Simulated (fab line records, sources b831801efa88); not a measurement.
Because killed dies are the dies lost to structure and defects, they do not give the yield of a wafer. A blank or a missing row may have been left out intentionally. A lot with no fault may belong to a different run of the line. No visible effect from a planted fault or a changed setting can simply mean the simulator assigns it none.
fab line records -- flow sky130
[record] lots = 7, wafers = 21, lastDay = 49
route steps=708 shown VIA4@644
lots with no fault: from the same line, run without faults
startH: hours from the record's first day to the start of the lot's first wafer shown -- waitH: how many hours have passed since the lot's step before this one -- " as in the row above -- L1.1+2: a single row standing in for several wafers -- - no value present, or no start provided -- * or withheld: withheld -- < > ~ a bound
route shown NAME@n: a module of which the file shows steps, and the number in the route of the first -- usual: mean/standard deviation of fault-free wafers -- same: alike in all rows -- chamber/n: place in a boat -- sites: readings site by site -- _std_site: standard deviation across them -- _edge_site: mean of outer sites minus mean of inner sites -- radiusMm: for every site, how far away it sits from the centre of the wafer -- mask NAME#n: copy n -- behind: the tool/chamber that last shaped the wafer -- hold: the reason the lot was held/the length of the hold in hours/how it ended -- device: the transistor (n, p or np) that didn't switch -- end of line: the same wafers' tests at the end of the route -- step lacking rows: just its recipe -- killed: dies lost to structure and defects at the first sort, not the wafer's yield -- map: a wafer's dies, x killed, . not, _ none there
set.NAME: the setting that was run; set.NAME@STEP: the one run at that earlier step -- model.NAME: the simulator's own value behind a step, which no gauge read
lots at some steps of the route; a table a step, a row a wafer
services: from which hour (startH, from the record's first day; less than 0 if before it) a tool's chamber was out of use, for how many hours, and why
[[steps]]
[step SKY_VIA4_HMDS_05]
[recipe] primeTimeS = 60, primeTempC = 120
[step SKY_VIA4_COAT_06]
[recipe] resist = NOVOLAK, spinRpm = 3000, resistThkNm = 1140
[step SKY_VIA4_SOFTBAKE_07]
[recipe] tempC = 90, timeS = 60, resist = NOVOLAK
[step SKY_VIA4_EXPOSE_08]
[recipe] maskId = VIM4, na = 0.6, sourceShape = conventional, sigmaOuter = 0.6, polarization = unpolarized, targetCdNm = 800, doseMj = 132
[step SKY_VIA4_PEB_09]
[recipe] tempC = withheld, timeS = *, resist = NOVOLAK
[step SKY_VIA4_DEVELOP_10]
[recipe] resist = NOVOLAK, developer = TMAH, developTimeS = 60, devTempC = 23
[step SKY_VIA4_OVL_MEAS_11]
[usual] VIA4_OVL = 0.0/1.5
lot.wafer,tool,chamber,startH,waitH,VIA4_OVL[nm]
L949.3,overlay-01,-,1033.90,0.1,1.0
L949.5,overlay-01,-,1033.90,0.1,0.2
L949.6,overlay-01,-,1033.90,0.1,0.7
L952.1,overlay-02,-,1043.30,0.1,-0.3
L952.5,overlay-02,-,1043.30,0.1,-1.9
L952.6,overlay-02,-,1043.30,0.1,-0.4
L953.2,overlay-02,-,1059.25,0.1,-1.6
L953.4,overlay-02,-,1059.25,0.1,-2.6
L953.5,overlay-02,-,1059.25,0.1,-2.8
L954.2,overlay-02,-,1061.55,0.1,-1.1
L954.3,overlay-02,-,1061.55,0.1,1.0
L954.6,overlay-02,-,1061.55,0.1,0.5
L955.2,overlay-02,-,1064.11,0.1,-1.2
L955.3,overlay-02,-,1064.11,0.1,-2.1
L955.4,overlay-02,-,1064.11,0.1,-1.2
L962.1,overlay-02,-,1108.06,0.1,-0.5
L962.4,overlay-02,-,1108.06,0.1,-1.9
L962.6,overlay-02,-,1108.06,0.1,-0.9
L963.1,overlay-02,-,1114.20,0.1,0.8
L963.4,overlay-02,-,1114.20,0.1,1.5
L963.6,overlay-02,-,1114.20,0.1,1.6
[step SKY_VIA4_ETCH_12]
[recipe] target = SiO2, chemistry = C4F8/O2/Ar, stopOn = TiN, maskMaterial = NOVOLAK, sourceW = 1473, biasW = 1200, pressureMtorr = 40, c4f8FlowSccm = withheld, O2_flow_sccm = 6, Ar_flow_sccm = 300, timeS = withheld, targetDepthA = 5800
[usual] chamberPressureMTorr = 40.00/0.034, oesProductAu = 0.926/0.0045
lot.wafer,tool,chamber,startH,waitH,chamberPressureMTorr,oesProductAu
L949.3,rieDiel-04,3,1033.92,0.0,39.98,0.924
L949.5,rieDiel-04,2,1033.92,0.0,40.01,0.929
L949.6,rieDiel-04,1,1033.92,0.0,39.99,0.923
L952.1,rieDiel-03,0,1043.33,0.0,39.96,0.926
L952.5,rieDiel-03,0,1043.33,0.0,40.00,0.925
L952.6,rieDiel-03,3,1043.33,0.0,39.96,0.932
L953.2,rieDiel-04,3,1059.28,0.0,40.00,0.928
L953.4,rieDiel-04,1,1059.28,0.0,40.04,0.925
L953.5,rieDiel-04,3,1059.28,0.0,40.00,0.916
L954.2,rieDiel-02,2,1061.58,0.0,40.02,0.920
L954.3,rieDiel-02,0,1061.58,0.0,39.98,0.925
L954.6,rieDiel-02,2,1061.58,0.0,39.93,0.923
L955.2,rieDiel-04,3,1064.14,0.0,40.02,0.927
L955.3,rieDiel-04,1,1064.14,0.0,40.03,0.928
L955.4,rieDiel-04,2,1064.14,0.0,40.03,0.930
L962.1,rieDiel-04,1,1108.09,0.0,39.98,0.924
L962.4,rieDiel-04,0,1108.09,0.0,40.01,0.920
L962.6,rieDiel-04,0,1108.09,0.0,39.98,0.922
L963.1,rieDiel-04,0,1114.23,0.0,39.98,0.925
L963.4,rieDiel-04,1,1114.23,0.0,40.02,0.921
L963.6,rieDiel-04,3,1114.23,0.0,39.99,0.918
[step SKY_VIA4_STRIP_13]
[recipe] chemistry = O2/N2, powerW = 1400, pressureMtorr = 1500, platenTempC = withheld, o2FlowSccm = 3000, n2FlowSccm = 300, overashFraction = 0.5
[usual] chamberPressureMTorr = 1500.2/1.3, drypumpMotorCurrentA = 5.92/0.25, oesProductAu = 0.709/0.0047, stripTimeToEndpointS = 12.82/0.035
lot.wafer,tool,chamber,startH,waitH,chamberPressureMTorr,drypumpMotorCurrentA,oesProductAu,rfHoursCounterH,stripTimeToEndpointS
L949.3,plasmaAsher-03,1,1034.03,-,1499.5,6.38,0.716,-,12.90
L949.5,plasmaAsher-03,1,1034.03,-,1497.9,6.35,0.701,-,12.90
L949.6,plasmaAsher-03,0,1034.03,-,1503.8,5.57,0.716,-,12.87
L952.1,plasmaAsher-02,1,1043.40,-,1500.3,6.06,0.710,94,12.79
L952.5,plasmaAsher-02,0,1043.40,-,1501.9,5.74,0.706,-,12.77
L952.6,plasmaAsher-02,1,1043.40,-,1500.6,6.09,0.705,-,12.83
L953.2,plasmaAsher-02,0,1059.35,-,1501.9,5.78,0.702,95,12.84
L953.4,plasmaAsher-02,0,1059.35,-,1499.8,5.78,0.711,-,12.83
L953.5,plasmaAsher-02,0,1059.35,-,1501.8,5.78,0.706,-,12.80
L954.2,plasmaAsher-02,0,1061.65,-,1501.4,5.75,0.715,96,12.82
L954.3,plasmaAsher-02,1,1061.65,-,1497.4,6.09,0.709,-,12.81
L954.6,plasmaAsher-02,1,1061.65,-,1501.2,6.08,0.708,-,12.82
L955.2,plasmaAsher-03,0,1064.21,-,1500.3,5.56,0.704,34,12.81
L955.3,plasmaAsher-03,0,1064.21,-,1497.8,5.57,0.712,-,12.82
L955.4,plasmaAsher-03,1,1064.21,-,1501.0,6.35,0.696,-,12.85
L962.1,plasmaAsher-02,1,1108.16,-,1499.8,6.07,0.713,100,12.76
L962.4,plasmaAsher-02,1,1108.16,-,1498.2,6.09,0.716,-,12.78
L962.6,plasmaAsher-02,0,1108.16,-,1500.2,5.78,0.710,-,12.81
L963.1,plasmaAsher-02,1,1114.30,-,1502.1,6.11,0.706,101,12.81
L963.4,plasmaAsher-02,0,1114.30,-,1500.6,5.79,0.706,-,12.85
L963.6,plasmaAsher-02,1,1114.30,-,1500.7,6.04,0.713,-,12.79
[step SKY_VIA4_STRIP_14]
[recipe] chemistry = postEtchResidueRemover, timeS = 1200, tempC = 72.5
[step SKY_VIA4_CLEAN_15]
[recipe] chemistry = IPA, timeS = 180, tempC = 25
[step SKY_VIA4_CLEAN_16]
[recipe] chemistry = O3/DIW, dry = n2Spin
[step SKY_VIA4_SPUTTER_17]
[recipe] material = TiN, targetThkNm = 20, chamberPressurePa = 5, powerW = 4000, timeS = 80
[usual] cathodeDcPowerW = 4000.0/0.72, chamberPressurePa = 5.001/0.01, throttleValvePct = 29.7/1
lot.wafer,tool,chamber,startH,waitH,cathodeDcPowerW,chamberPressurePa,throttleValvePct
L949.3,pvdSputter-04,-,1034.59,0.0,4000.3,5.000,30.8
L949.5,pvdSputter-04,-,1034.59,0.0,3999.5,4.998,31.6
L949.6,pvdSputter-04,-,1034.59,0.0,3999.4,4.995,29.7
L952.1,pvdSputter-04,-,1044.01,0.0,-,-,-
L952.5,pvdSputter-04,-,1044.01,0.0,-,-,-
L952.6,pvdSputter-04,-,1044.01,0.0,-,-,-
L953.2,pvdSputter-04,-,1059.95,0.0,-,-,-
L953.4,pvdSputter-04,-,1059.95,0.0,-,-,-
L953.5,pvdSputter-04,-,1059.95,0.0,-,-,-
L954.2,pvdSputter-02,-,1062.25,0.0,-,-,-
L954.3,pvdSputter-02,-,1062.25,0.0,-,-,-
L954.6,pvdSputter-02,-,1062.25,0.0,-,-,-
L955.2,pvdSputter-02,-,1064.84,0.0,4000.1,4.995,28.3
L955.3,pvdSputter-02,-,1064.84,0.0,4000.4,5.009,30.7
L955.4,pvdSputter-02,-,1064.84,0.0,3999.8,5.014,28.5
L962.1,pvdSputter-02,-,1108.77,0.0,3999.7,5.002,28.3
L962.4,pvdSputter-02,-,1108.77,0.0,3999.4,4.997,28.5
L962.6,pvdSputter-02,-,1108.77,0.0,3999.7,5.003,31.1
L963.1,pvdSputter-02,-,1114.90,0.0,4001.6,5.015,28.5
L963.4,pvdSputter-02,-,1114.90,0.0,3998.8,5.011,29.7
L963.6,pvdSputter-02,-,1114.90,0.0,4000.2,4.996,28.3
[step SKY_VIA4_CVD_18]
[recipe] material = W, targetThkNm = 505, timeS = 152.14, tempC = 400, pressureTorr = 40
[usual] chamberPressureTorr = 40.00/0.091, heaterPowerW = 809/75
lot.wafer,tool,chamber,startH,waitH,chamberPressureTorr,heaterPowerW
L949.3,cvdW-01,0,1034.70,0.1,40.06,809
L949.5,cvdW-01,0,1034.70,0.1,39.98,825
L949.6,cvdW-01,1,1034.70,0.1,40.03,938
L952.1,cvdW-02,1,1044.07,0.0,40.17,743
L952.5,cvdW-02,0,1044.07,0.0,40.03,735
L952.6,cvdW-02,1,1044.07,0.0,39.95,746
L953.2,cvdW-01,1,1060.02,0.0,40.04,917
L953.4,cvdW-01,0,1060.02,0.0,39.98,804
L953.5,cvdW-01,1,1060.02,0.0,40.02,940
L954.2,cvdW-01,1,1062.31,0.0,40.14,923
L954.3,cvdW-01,0,1062.31,0.0,40.03,809
L954.6,cvdW-01,0,1062.31,0.0,40.00,823
L955.2,cvdW-02,0,1064.90,0.0,40.12,727
L955.3,cvdW-02,1,1064.90,0.0,40.00,756
L955.4,cvdW-02,0,1064.90,0.0,39.93,741
L962.1,cvdW-02,1,1108.83,0.0,40.08,756
L962.4,cvdW-02,1,1108.83,0.0,40.02,784
L962.6,cvdW-02,0,1108.83,0.0,39.95,733
L963.1,cvdW-02,1,1114.97,0.0,40.12,749
L963.4,cvdW-02,1,1114.97,0.0,40.07,757
L963.6,cvdW-02,0,1114.97,0.0,40.00,745
[[services]]
tool,chamber,startH,hours,kind
rieDiel-03,-,1011.12,0.2,repair
rieDiel-04,2,1052.84,2.4,repair
rieDiel-04,-,1061.96,0.6,repair
cvdW-02,0,1076.06,11.8,repair
rieDiel-02,1,1076.30,5.8,repair
rieDiel-03,2,1088.10,1.3,repair
plasmaAsher-03,-,1110.74,3.6,repair
[[key]]
[firstSign] step = SKY_VIA4_SPUTTER_17, reading = toolRecord, direction = missing
effect none on later readings
metAt SKY_VIA4_SPUTTER_17
struckWafers L952.1,L952.5,L952.6,L953.2,L953.4,L953.5,L954.2,L954.3,L954.6
laterRowsLeftOut L952.1,L952.5,L952.6,L953.2,L953.4,L953.5,L954.2,L954.3,L954.6
sortLeftOut L952.1,L952.5,L952.6,L953.2,L953.4,L953.5,L954.2,L954.3,L954.6
onsetBetween 1034.59 1044.01
[fault] kind = skippedStepWhole, tool = pvdSputter-02,pvdSputter-04, chamber = -, onsetH = 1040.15, steps = SKY_VIA4_SPUTTER_17, scope = struckLotsOnly
// sortLeftOut: the simulated sort isn't trusted on such a fault, so these wafers' sort isn't shown, and their yield isn't known
// laterRowsLeftOut: the simulator's readings of these wafers behind a module that went badly wrong aren't trusted and aren't shown, but for the sort
